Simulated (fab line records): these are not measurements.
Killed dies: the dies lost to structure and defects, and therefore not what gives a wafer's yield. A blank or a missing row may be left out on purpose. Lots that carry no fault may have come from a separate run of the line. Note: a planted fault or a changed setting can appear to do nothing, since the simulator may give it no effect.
fab line records + flow sky130
record:
- lots: 13
- wafers: 39
- last-day: 50
route steps=708 shown SD_N@358 SD_P@359 LI_CONTACT@363 LOCAL_INTERCONNECT@395 PAD_OPEN@708
lots with no fault: from the same line, run without faults
start-h: hours from the record's opening day to when the first of the lot's shown wafers began + wait-h: hours from the lot's prior step to this one + " identical to the entry in the row above + L1.1+2: a row that stands for several wafers + - either no value or no given start + * or withheld: withheld + < > ~ a bound
route shown NAME@n: names a module that has steps shown in the file, with the first one's number in the route + usual: mean/standard deviation of fault-free wafers + same: alike in all rows + chamber/n: place in a boat + sites: each site's reading + _std_site: the values' standard deviation + _edge_site: mean of outer sites minus mean of inner sites + radius-mm: how far each site lies from the wafer's centre + mask NAME#n: copy n + behind: the tool/chamber that last shaped the wafer + hold: why the lot was held/for how many hours/how that ended + device: which transistor (n, p or np) failed to switch + end of line: the same wafers' tests at the end of the route + for a step that has no rows: nothing shown but its recipe + killed: at the first sort, the dies lost to defects and structure; wafer yield is something else + map: per-die view of a wafer (x killed, . not killed, _ where there is no die)
set.NAME: the setting that was run; set.NAME@STEP: the one run at that earlier step + model.NAME: the simulator's own value behind a step, which no gauge read
the route's steps for a sample of lots (tables are steps, rows are wafers)
services: when a tool's chamber went out of use (start-h, in hours from the record's first day, below 0 if earlier), for how many hours, and the reason
== steps ==
step: SKY_SD_N_RS_MEAS_16
recipe:
- thk-meas-gauge: four-point-probe
usual:
- SD_N_RS: 68.85/0.14
| lot.wafer | tool          | chamber | start-h | wait-h | SD_N_RS[ohm/sq] |
|-----------|---------------|---------|---------|--------|-----------------|
| L414.1    | film-metro-02 | -       | 642.67  | 0.1    | 68.96           |
| L414.3    | "             | -       | "       | "      | 68.88           |
| L414.4    | "             | -       | "       | "      | 69.10           |
| L415.4    | film-metro-03 | -       | 647.33  | 0.1    | 68.86           |
| L415.5    | "             | -       | "       | "      | 68.96           |
| L415.6    | "             | -       | "       | "      | 69.00           |
| L417.1    | film-metro-03 | -       | 668.52  | 0.1    | 68.68           |
| L417.5    | "             | -       | "       | "      | 68.63           |
| L417.6    | "             | -       | "       | "      | 68.55           |
| L418.2    | film-metro-02 | -       | 691.97  | 0.1    | 68.78           |
| L418.3    | "             | -       | "       | "      | 68.99           |
| L418.5    | "             | -       | "       | "      | 68.82           |
| L422.3    | film-metro-03 | -       | 720.02  | 0.1    | 68.81           |
| L422.5    | "             | -       | "       | "      | 68.71           |
| L422.6    | "             | -       | "       | "      | 68.72           |
| L427.1    | film-metro-04 | -       | 757.66  | 0.1    | 68.87           |
| L427.3    | "             | -       | "       | "      | 68.87           |
| L427.5    | "             | -       | "       | "      | 68.97           |
| L430.2    | film-metro-03 | -       | 780.49  | 0.1    | 68.75           |
| L430.3    | "             | -       | "       | "      | 68.87           |
| L430.6    | "             | -       | "       | "      | 68.76           |
| L431.1    | film-metro-04 | -       | 786.01  | 0.1    | 68.85           |
| L431.4    | "             | -       | "       | "      | 68.85           |
| L431.5    | "             | -       | "       | "      | 68.78           |
| L432.3    | film-metro-03 | -       | 792.77  | 0.1    | 68.81           |
| L432.4    | "             | -       | "       | "      | 68.83           |
| L432.5    | "             | -       | "       | "      | 68.63           |
| L434.1    | film-metro-04 | -       | 798.17  | 0.1    | 68.97           |
| L434.5    | "             | -       | "       | "      | 68.81           |
| L434.6    | "             | -       | "       | "      | 68.92           |
| L435.1    | film-metro-02 | -       | 805.22  | 0.1    | 68.96           |
| L435.3    | "             | -       | "       | "      | 69.08           |
| L435.4    | "             | -       | "       | "      | 68.97           |
| L436.1    | film-metro-03 | -       | 817.26  | 0.1    | 68.69           |
| L436.2    | "             | -       | "       | "      | 68.75           |
| L436.5    | "             | -       | "       | "      | 68.61           |
| L437.2    | film-metro-02 | -       | 834.43  | 0.1    | 69.14           |
| L437.4    | "             | -       | "       | "      | 68.94           |
| L437.6    | "             | -       | "       | "      | 68.89           |
step: SKY_SD_N_RS_MEAS_17
recipe:
- thk-meas-gauge: four-point-probe
usual:
- SD_P_RS: 147.1/0.4
| lot.wafer | tool          | chamber | start-h | wait-h | SD_P_RS[ohm/sq] |
|-----------|---------------|---------|---------|--------|-----------------|
| L414.1    | film-metro-02 | -       | 642.79  | 0.1    | 148.0           |
| L414.3    | "             | -       | "       | "      | 147.9           |
| L414.4    | "             | -       | "       | "      | 147.7           |
| L415.4    | film-metro-03 | -       | 647.45  | 0.1    | 147.0           |
| L415.5    | "             | -       | "       | "      | 147.1           |
| L415.6    | "             | -       | "       | "      | 147.0           |
| L417.1    | film-metro-03 | -       | 668.64  | 0.1    | 146.7           |
| L417.5    | "             | -       | "       | "      | 146.4           |
| L417.6    | "             | -       | "       | "      | 146.6           |
| L418.2    | film-metro-02 | -       | 692.09  | 0.1    | 146.6           |
| L418.3    | "             | -       | "       | "      | 146.7           |
| L418.5    | "             | -       | "       | "      | 146.9           |
| L422.3    | film-metro-03 | -       | 720.14  | 0.1    | 147.1           |
| L422.5    | "             | -       | "       | "      | 146.6           |
| L422.6    | "             | -       | "       | "      | 146.6           |
| L427.1    | film-metro-04 | -       | 757.78  | 0.1    | 146.8           |
| L427.3    | "             | -       | "       | "      | 147.2           |
| L427.5    | "             | -       | "       | "      | 147.3           |
| L430.2    | film-metro-03 | -       | 780.61  | 0.1    | 147.3           |
| L430.3    | "             | -       | "       | "      | 147.2           |
| L430.6    | "             | -       | "       | "      | 147.2           |
| L431.1    | film-metro-04 | -       | 786.13  | 0.1    | 147.0           |
| L431.4    | "             | -       | "       | "      | 146.6           |
| L431.5    | "             | -       | "       | "      | 147.0           |
| L432.3    | film-metro-03 | -       | 792.89  | 0.1    | 147.2           |
| L432.4    | "             | -       | "       | "      | 146.9           |
| L432.5    | "             | -       | "       | "      | 147.1           |
| L434.1    | film-metro-04 | -       | 798.29  | 0.1    | 147.5           |
| L434.5    | "             | -       | "       | "      | 147.3           |
| L434.6    | "             | -       | "       | "      | 147.3           |
| L435.1    | film-metro-02 | -       | 805.34  | 0.1    | 147.1           |
| L435.3    | "             | -       | "       | "      | 147.8           |
| L435.4    | "             | -       | "       | "      | 147.4           |
| L436.1    | film-metro-03 | -       | 817.38  | 0.1    | 146.3           |
| L436.2    | "             | -       | "       | "      | 146.4           |
| L436.5    | "             | -       | "       | "      | 147.0           |
| L437.2    | film-metro-02 | -       | 834.55  | 0.1    | 147.3           |
| L437.4    | "             | -       | "       | "      | 147.1           |
| L437.6    | "             | -       | "       | "      | 147.1           |
step: SKY_LI_CONTACT_THK_MEAS_01
recipe:
- reads: PSG_of_LI_CONTACT_HDPCVD_00
usual:
- LI_CONTACT_HDPCVD_THK: 901/9.5
| lot.wafer | tool          | chamber | start-h | wait-h | LI_CONTACT_HDPCVD_THK[nm] |
|-----------|---------------|---------|---------|--------|---------------------------|
| L414.1    | film-metro-04 | -       | 643.15  | 0.1    | 899                       |
| L414.3    | "             | -       | "       | "      | 902                       |
| L414.4    | "             | -       | "       | "      | 905                       |
| L415.4    | film-metro-03 | -       | 647.78  | 0.0    | 897                       |
| L415.5    | "             | -       | "       | "      | 903                       |
| L415.6    | "             | -       | "       | "      | 903                       |
| L417.1    | film-metro-03 | -       | 669.00  | 0.1    | 908                       |
| L417.5    | "             | -       | "       | "      | 897                       |
| L417.6    | "             | -       | "       | "      | 910                       |
| L418.2    | film-metro-04 | -       | 692.44  | 0.1    | 920                       |
| L418.3    | "             | -       | "       | "      | 894                       |
| L418.5    | "             | -       | "       | "      | 896                       |
| L422.3    | film-metro-04 | -       | 720.48  | 0.1    | 893                       |
| L422.5    | "             | -       | "       | "      | 891                       |
| L422.6    | "             | -       | "       | "      | 900                       |
| L427.1    | film-metro-03 | -       | 758.19  | 0.1    | 890                       |
| L427.3    | "             | -       | "       | "      | 890                       |
| L427.5    | "             | -       | "       | "      | 885                       |
| L430.2    | film-metro-02 | -       | 780.96  | 0.1    | 909                       |
| L430.3    | "             | -       | "       | "      | 899                       |
| L430.6    | "             | -       | "       | "      | 906                       |
| L431.1    | film-metro-02 | -       | 786.49  | 0.1    | 892                       |
| L431.4    | "             | -       | "       | "      | 900                       |
| L431.5    | "             | -       | "       | "      | 891                       |
| L432.3    | film-metro-02 | -       | 793.23  | 0.1    | 890                       |
| L432.4    | "             | -       | "       | "      | 919                       |
| L432.5    | "             | -       | "       | "      | 898                       |
| L434.1    | film-metro-04 | -       | 798.65  | 0.1    | 917                       |
| L434.5    | "             | -       | "       | "      | 911                       |
| L434.6    | "             | -       | "       | "      | 884                       |
| L435.1    | film-metro-03 | -       | 805.70  | 0.1    | 896                       |
| L435.3    | "             | -       | "       | "      | 910                       |
| L435.4    | "             | -       | "       | "      | 893                       |
| L436.1    | film-metro-03 | -       | 817.74  | 0.1    | 899                       |
| L436.2    | "             | -       | "       | "      | 899                       |
| L436.5    | "             | -       | "       | "      | 903                       |
| L437.2    | film-metro-03 | -       | 834.90  | 0.1    | 899                       |
| L437.4    | "             | -       | "       | "      | 893                       |
| L437.6    | "             | -       | "       | "      | 918                       |
step: SKY_LOCAL_INTERCONNECT_EXPOSE_08
recipe:
- mask-id: LI1M
- na: 0.8
- source-shape: annular
- sigma-inner: 0.55
- sigma-outer: 0.85
- target-cd-nm: 170
- dose-mj: 28
| lot.wafer  | tool           | chamber | start-h | wait-h | mask   |
|------------|----------------|---------|---------|--------|--------|
| L414.1+3+4 | krf-scanner-02 | 0       | 687.98  | -      | LI1M#0 |
| L415.4+5+6 | krf-scanner-01 | 0       | 692.58  | -      | LI1M#0 |
| L417.1+5+6 | krf-scanner-01 | 0       | 713.55  | -      | LI1M#0 |
| L418.2+3+5 | krf-scanner-01 | 0       | 735.85  | -      | LI1M#0 |
| L422.3+5+6 | krf-scanner-01 | 0       | 762.84  | -      | LI1M#0 |
| L427.1+3+5 | krf-scanner-02 | 0       | 800.29  | -      | LI1M#0 |
| L430.2+3+6 | krf-scanner-01 | 0       | 822.67  | -      | LI1M#0 |
| L431.1+4+5 | krf-scanner-01 | 0       | 828.93  | -      | LI1M#0 |
| L432.3+4+5 | krf-scanner-02 | 0       | 835.19  | -      | LI1M#0 |
| L434.1+5+6 | krf-scanner-02 | 0       | 840.86  | -      | LI1M#0 |
| L435.1+3+4 | krf-scanner-01 | 0       | 846.94  | -      | LI1M#0 |
| L436.1+2+5 | krf-scanner-01 | 0       | 859.65  | -      | LI1M#0 |
| L437.2+4+6 | krf-scanner-02 | 0       | 876.25  | -      | LI1M#0 |
step: SKY_LOCAL_INTERCONNECT_CD_MEAS_11
recipe:
- target-cd-nm: 170
usual:
- cd-nm: 169.7/1.4
| lot.wafer | tool      | chamber | start-h | wait-h | cd-nm |
|-----------|-----------|---------|---------|--------|-------|
| L414.1    | cd-sem-02 | -       | 701.95  | -      | 172.8 |
| L414.3    | "         | -       | "       | "      | 172.7 |
| L414.4    | "         | -       | "       | "      | 172.7 |
| L415.4    | cd-sem-01 | -       | 706.31  | -      | 166.9 |
| L415.5    | "         | -       | "       | "      | 169.7 |
| L415.6    | "         | -       | "       | "      | 168.5 |
| L417.1    | cd-sem-02 | -       | 726.96  | -      | 169.0 |
| L417.5    | "         | -       | "       | "      | 168.4 |
| L417.6    | "         | -       | "       | "      | 170.5 |
| L418.2    | cd-sem-02 | -       | 749.17  | -      | 170.9 |
| L418.3    | "         | -       | "       | "      | 115.4 |
| L418.5    | "         | -       | "       | "      | 114.7 |
| L422.3    | cd-sem-01 | -       | 776.39  | -      | 116.2 |
| L422.5    | "         | -       | "       | "      | 116.3 |
| L422.6    | "         | -       | "       | "      | 168.8 |
| L427.1    | cd-sem-01 | -       | 813.61  | -      | 170.1 |
| L427.3    | "         | -       | "       | "      | 172.1 |
| L427.5    | "         | -       | "       | "      | 169.4 |
| L430.2    | cd-sem-02 | -       | 835.70  | -      | 169.7 |
| L430.3    | "         | -       | "       | "      | 169.5 |
| L430.6    | "         | -       | "       | "      | 169.1 |
| L431.1    | cd-sem-01 | -       | 841.98  | -      | 167.4 |
| L431.4    | "         | -       | "       | "      | 168.9 |
| L431.5    | "         | -       | "       | "      | 167.5 |
| L432.3    | cd-sem-01 | -       | 847.92  | -      | 169.3 |
| L432.4    | "         | -       | "       | "      | 170.2 |
| L432.5    | "         | -       | "       | "      | 169.4 |
| L434.1    | cd-sem-02 | -       | 853.46  | -      | 170.1 |
| L434.5    | "         | -       | "       | "      | 171.1 |
| L434.6    | "         | -       | "       | "      | 171.0 |
| L435.1    | cd-sem-02 | -       | 860.00  | -      | 169.8 |
| L435.3    | "         | -       | "       | "      | 170.2 |
| L435.4    | "         | -       | "       | "      | 168.4 |
| L436.1    | cd-sem-02 | -       | 872.95  | -      | 168.6 |
| L436.2    | "         | -       | "       | "      | 168.3 |
| L436.5    | "         | -       | "       | "      | 168.7 |
| L437.2    | cd-sem-01 | -       | 889.10  | -      | 170.9 |
| L437.4    | "         | -       | "       | "      | 170.5 |
| L437.6    | "         | -       | "       | "      | 171.6 |
step: SKY_PAD_OPEN_PROBE_99
usual:
- killed_at_M0_to_M3: 43/6.4
- killed_at_M4_up: 3.5/1.8
- killed-at-contacts: 25/5.7
- killed-at-front-end: 15/3.9
- killed-at-other: 0.3/0.67
- killed-dies: 87/8.6
- killed-on-rim: 17/3.9
- killed-open: 47/6.7
- killed-short: 39/5.9
same:
- gross-dies: 492
- killed-at-back-side: 0
| lot.wafer | tool      | chamber | start-h | wait-h | killed_at_M0_to_M3 | killed_at_M4_up | killed-at-contacts | killed-at-front-end | killed-at-other | killed-dies | killed-on-rim | killed-open | killed-short |
|-----------|-----------|---------|---------|--------|--------------------|-----------------|--------------------|---------------------|-----------------|-------------|---------------|-------------|--------------|
| L417.1    | prober-01 | -       | 1091.06 | 0.1    | 42                 | 1               | 24                 | 14                  | 2               | 83          | 21            | 44          | 39           |
| L417.5    | prober-01 | -       | 1091.26 | 0.2    | 44                 | 2               | 20                 | 21                  | 0               | 87          | 15            | 47          | 40           |
| L417.6    | prober-01 | -       | 1091.31 | 0.2    | 46                 | 2               | 36                 | 20                  | 0               | 104         | 22            | 61          | 43           |
| L418.2    | prober-02 | -       | 1107.64 | 0.1    | 44                 | 4               | 25                 | 14                  | 1               | 88          | 17            | 42          | 46           |
| L418.3    | prober-02 | -       | 1107.69 | 0.2    | 42                 | 5               | 438                | 7                   | 0               | 492         | 96            | 41          | 42           |
| L418.5    | prober-02 | -       | 1107.79 | 0.2    | 51                 | 7               | 424                | 10                  | 0               | 492         | 96            | 49          | 36           |
| L422.3    | prober-02 | -       | 1125.52 | 0.2    | 43                 | 1               | 428                | 20                  | 0               | 492         | 96            | 66          | 31           |
| L422.5    | prober-02 | -       | 1125.62 | 0.2    | 43                 | 6               | 422                | 21                  | 0               | 492         | 96            | 50          | 44           |
| L422.6    | prober-02 | -       | 1125.67 | 0.2    | 37                 | 5               | 23                 | 15                  | 1               | 81          | 22            | 48          | 32           |
| L427.1    | prober-01 | -       | 1154.34 | 0.1    | 40                 | 3               | 22                 | 12                  | 1               | 78          | 10            | 44          | 34           |
| L427.3    | prober-01 | -       | 1154.44 | 0.2    | 50                 | 2               | 30                 | 11                  | 0               | 93          | 19            | 54          | 39           |
| L427.5    | prober-01 | -       | 1154.54 | 0.2    | 49                 | 3               | 31                 | 15                  | 0               | 98          | 19            | 65          | 33           |
| L430.2    | prober-02 | -       | 1170.65 | 0.1    | 46                 | 2               | 20                 | 21                  | 0               | 89          | 16            | 42          | 47           |
| L430.3    | prober-02 | -       | 1170.70 | 0.2    | 46                 | 2               | 20                 | 20                  | 0               | 88          | 20            | 47          | 41           |
| L430.6    | prober-02 | -       | 1170.85 | 0.2    | 40                 | 4               | 27                 | 30                  | 0               | 101         | 12            | 60          | 41           |
| L431.1    | prober-01 | -       | 1173.26 | 0.1    | 30                 | 3               | 33                 | 9                   | 0               | 75          | 16            | 35          | 40           |
| L431.4    | prober-01 | -       | 1173.41 | 0.2    | 37                 | 7               | 26                 | 11                  | 2               | 83          | 16            | 42          | 40           |
| L431.5    | prober-01 | -       | 1173.46 | 0.2    | 41                 | 1               | 26                 | 25                  | 0               | 93          | 23            | 54          | 39           |
| L432.3    | prober-02 | -       | 1178.12 | 0.2    | 43                 | 2               | 32                 | 15                  | 0               | 92          | 16            | 50          | 41           |
| L432.4    | prober-02 | -       | 1178.17 | 0.2    | 46                 | 5               | 16                 | 18                  | 1               | 86          | 22            | 45          | 40           |
| L432.5    | prober-02 | -       | 1178.22 | 0.2    | 36                 | 5               | 16                 | 13                  | 0               | 70          | 13            | 44          | 26           |
killed by level:class
L417.1 LI_CONTACT:geometric-particle:open=9 VIA3:geometric-particle:open=9 POLY_GATE:geometric-particle:short=6 CONTACT:geometric-particle:open=6 VIA1:geometric-particle:open=6 METAL2:geometric-particle:short=6 METAL1:geometric-particle:short=5 VIA2:geometric-particle:short=5
L417.5 METAL2:geometric-particle:short=8 CONTACT:geometric-particle:open=8 VIA1:geometric-particle:open=7 VIA2:geometric-particle:open=6 FIELD_ISO:geometric-particle:open=5 LI_CONTACT:geometric-particle:open=5 METAL1:geometric-particle:short=5 VIA1:geometric-particle:short=5
L417.6 CONTACT:geometric-particle:open=12 VIA3:geometric-particle:open=9 LI_CONTACT:geometric-particle:open=8 VIA1:geometric-particle:open=8 VIA2:geometric-particle:open=8 LOCAL_INTERCONNECT:geometric-particle:short=7 POLY_GATE:geometric-particle:open=6 CONTACT:geometric-particle:short=6
L418.2 CONTACT:geometric-particle:open=13 VIA1:geometric-particle:open=11 FIELD_ISO:geometric-particle:short=5 LOCAL_INTERCONNECT:geometric-particle:short=5 METAL1:geometric-particle:short=5 VIA1:geometric-particle:short=5 VIA2:geometric-particle:open=5 METAL2:geometric-particle:short=4
L418.3 LOCAL_INTERCONNECT:area-expose=408 CONTACT:geometric-particle:open=14 VIA1:geometric-particle:short=7 CONTACT:geometric-particle:short=7 VIA3:geometric-particle:open=6 VIA1:geometric-particle:open=5 VIA2:geometric-particle:short=5 VIA2:geometric-particle:open=4
L418.5 LOCAL_INTERCONNECT:area-expose=406 VIA1:geometric-particle:open=13 CONTACT:geometric-particle:open=8 VIA3:geometric-particle:open=7 METAL2:geometric-particle:short=6 VIA1:geometric-particle:short=5 VIA2:geometric-particle:open=5 METAL4:geometric-particle:short=5
L422.3 LOCAL_INTERCONNECT:area-expose=394 CONTACT:geometric-particle:open=18 VIA1:geometric-particle:open=11 VIA3:geometric-particle:open=9 VIA2:geometric-particle:open=7 POLY_GATE:geometric-particle:open=6 LOCAL_INTERCONNECT:geometric-particle:short=6 VIA1:geometric-particle:short=5
L422.5 LOCAL_INTERCONNECT:area-expose=397 CONTACT:geometric-particle:open=12 POLY_GATE:geometric-particle:open=9 VIA1:geometric-particle:open=9 METAL2:geometric-particle:short=8 METAL1:geometric-particle:short=7 METAL4:geometric-particle:short=6 METAL1:geometric-particle:open=5
L422.6 CONTACT:geometric-particle:open=11 VIA1:geometric-particle:open=11 FIELD_ISO:geometric-particle:open=7 METAL1:geometric-particle:short=7 METAL4:geometric-particle:short=5 METAL3:geometric-particle:short=5 VIA3:geometric-particle:open=5 LI_CONTACT:geometric-particle:open=4
L427.1 CONTACT:geometric-particle:open=10 VIA1:geometric-particle:open=10 VIA3:geometric-particle:open=8 FIELD_ISO:geometric-particle:short=6 VIA2:geometric-particle:open=5 POLY_GATE:geometric-particle:short=4 LI_CONTACT:geometric-particle:open=4 VIA3:geometric-particle:short=4
L427.3 VIA1:geometric-particle:open=13 LI_CONTACT:geometric-particle:open=12 CONTACT:geometric-particle:open=9 VIA3:geometric-particle:open=7 METAL3:geometric-particle:short=7 VIA2:geometric-particle:open=6 VIA1:geometric-particle:short=5 CONTACT:geometric-particle:short=5
L427.5 VIA1:geometric-particle:open=18 CONTACT:geometric-particle:open=14 LI_CONTACT:geometric-particle:open=8 METAL1:geometric-particle:short=8 VIA3:geometric-particle:open=8 VIA2:geometric-particle:open=6 FIELD_ISO:geometric-particle:short=5 LOCAL_INTERCONNECT:geometric-particle:short=4
L430.2 METAL2:geometric-particle:short=10 METAL1:geometric-particle:short=8 VIA3:geometric-particle:open=8 LI_CONTACT:geometric-particle:open=7 FIELD_ISO:geometric-particle:short=6 VIA2:geometric-particle:open=6 POLY_GATE:geometric-particle:open=5 CONTACT:geometric-particle:open=5
L430.3 VIA3:geometric-particle:open=9 FIELD_ISO:geometric-particle:open=8 CONTACT:geometric-particle:open=7 VIA3:geometric-particle:short=7 VIA2:geometric-particle:open=6 LI_CONTACT:geometric-particle:open=5 METAL1:geometric-particle:short=5 VIA1:geometric-particle:open=5
L430.6 LI_CONTACT:geometric-particle:open=10 VIA1:geometric-particle:open=10 FIELD_ISO:geometric-particle:short=7 CONTACT:geometric-particle:open=7 FIELD_ISO:geometric-particle:open=6 POLY_GATE:geometric-particle:open=6 METAL1:geometric-particle:short=6 VIA3:geometric-particle:open=6
L431.1 CONTACT:geometric-particle:open=10 LI_CONTACT:geometric-particle:open=7 CONTACT:geometric-particle:short=7 METAL2:geometric-particle:short=6 VIA3:geometric-particle:open=5 FIELD_ISO:geometric-particle:short=4 LOCAL_INTERCONNECT:geometric-particle:open=4 LOCAL_INTERCONNECT:geometric-particle:short=4
L431.4 CONTACT:geometric-particle:open=8 VIA2:geometric-particle:open=7 VIA1:geometric-particle:open=7 METAL1:geometric-particle:short=7 LOCAL_INTERCONNECT:geometric-particle:short=6 CONTACT:geometric-particle:short=6 METAL4:geometric-particle:short=5 VIA3:geometric-particle:open=4
L431.5 CONTACT:geometric-particle:open=12 METAL1:geometric-particle:short=8 VIA1:geometric-particle:open=7 FIELD_ISO:geometric-particle:short=6 VIA2:geometric-particle:open=6 POLY_GATE:geometric-particle:open=5 LI_CONTACT:geometric-particle:open=5 METAL3:geometric-particle:short=5
L432.3 VIA1:geometric-particle:open=11 LI_CONTACT:geometric-particle:open=10 CONTACT:geometric-particle:open=10 METAL2:geometric-particle:short=8 FIELD_ISO:geometric-particle:short=6 CONTACT:geometric-particle:short=6 LOCAL_INTERCONNECT:geometric-particle:short=4 POLY_GATE:geometric-particle:open=3
L432.4 VIA1:geometric-particle:open=15 POLY_GATE:geometric-particle:open=7 METAL1:geometric-particle:short=6 VIA1:geometric-particle:short=6 FIELD_ISO:geometric-particle:short=5 METAL2:geometric-particle:short=5 CONTACT:geometric-particle:open=5 VIA2:geometric-particle:open=4
L432.5 VIA1:geometric-particle:open=11 LI_CONTACT:geometric-particle:open=6 CONTACT:geometric-particle:open=6 VIA3:geometric-particle:open=6 FIELD_ISO:geometric-particle:short=4 VIA1:geometric-particle:short=4 VIA2:geometric-particle:open=4 METAL4:geometric-particle:short=4
== services ==
| tool           | chamber | start-h | hours | kind        |
|----------------|---------|---------|-------|-------------|
| krf-scanner-01 | -       | 697.80  | 1.2   | repair      |
| krf-scanner-01 | -       | 699.62  | 1.5   | repair      |
| krf-scanner-01 | -       | 709.88  | 0.2   | repair      |
| krf-scanner-02 | -       | 725.13  | 0.8   | pm          |
| krf-scanner-01 | -       | 733.47  | 1.0   | pm          |
| krf-scanner-02 | 0       | 772.32  | -     | calibration |
| krf-scanner-02 | -       | 778.31  | 1.0   | pm          |
| krf-scanner-01 | -       | 780.48  | 0.8   | pm          |
| krf-scanner-01 | -       | 787.71  | 4.0   | pm          |
| krf-scanner-01 | 0       | 789.95  | -     | calibration |
| krf-scanner-02 | -       | 792.00  | 7.2   | pm          |
| krf-scanner-02 | -       | 814.85  | 1.3   | pm          |
| krf-scanner-01 | -       | 835.38  | 1.3   | pm          |
| krf-scanner-02 | -       | 846.50  | 3.6   | pm          |
== key ==
first-sign:
- step: SKY_LOCAL_INTERCONNECT_CD_MEAS_11
- reading: cd-nm
- direction: down
- sigmas: 39
- usual: 169.7
- struck: 115.7
effect:
- step: SKY_PAD_OPEN_PROBE_99
- reading: killed-at-contacts
- direction: up
- sigmas: 71
- usual: 25
- struck: 428
more-kills-born-at:
- SKY_LOCAL_INTERCONNECT_EXPOSE_08@krf-scanner-01: 1605
met-at SKY_LOCAL_INTERCONNECT_EXPOSE_08
struck-lots L418,L422
struck-wafers L418.3,L418.5,L422.3,L422.5
later-rows-left-out L418.3,L418.5,L422.3,L422.5
tester-left-out L418,L422
not-acting-at SKY_SD_N_RS_MEAS_16,SKY_SD_N_RS_MEAS_17,SKY_LI_CONTACT_THK_MEAS_01
onset-between 713.55 735.85
fault:
- kind: process-parameter-drift
- tool: krf-scanner-01
- chamber: -
- onset-h: 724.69
- steps: SKY_LOCAL_INTERCONNECT_EXPOSE_08
- channel: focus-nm
- offset: 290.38
- shape: step
- end-h: 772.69
- scope: struck-wafers-only
tester-left-out: of these lots the tester's yield and bins aren't shown, on N5 and GAA mostly nor the transistor test; their killed dies are dies lost to structure and defects alone, not to doping, threshold or leakage, so they don't give the yield
later-rows-left-out: the simulator's readings of these wafers behind a module that went badly wrong aren't trusted and aren't shown, but for the sort
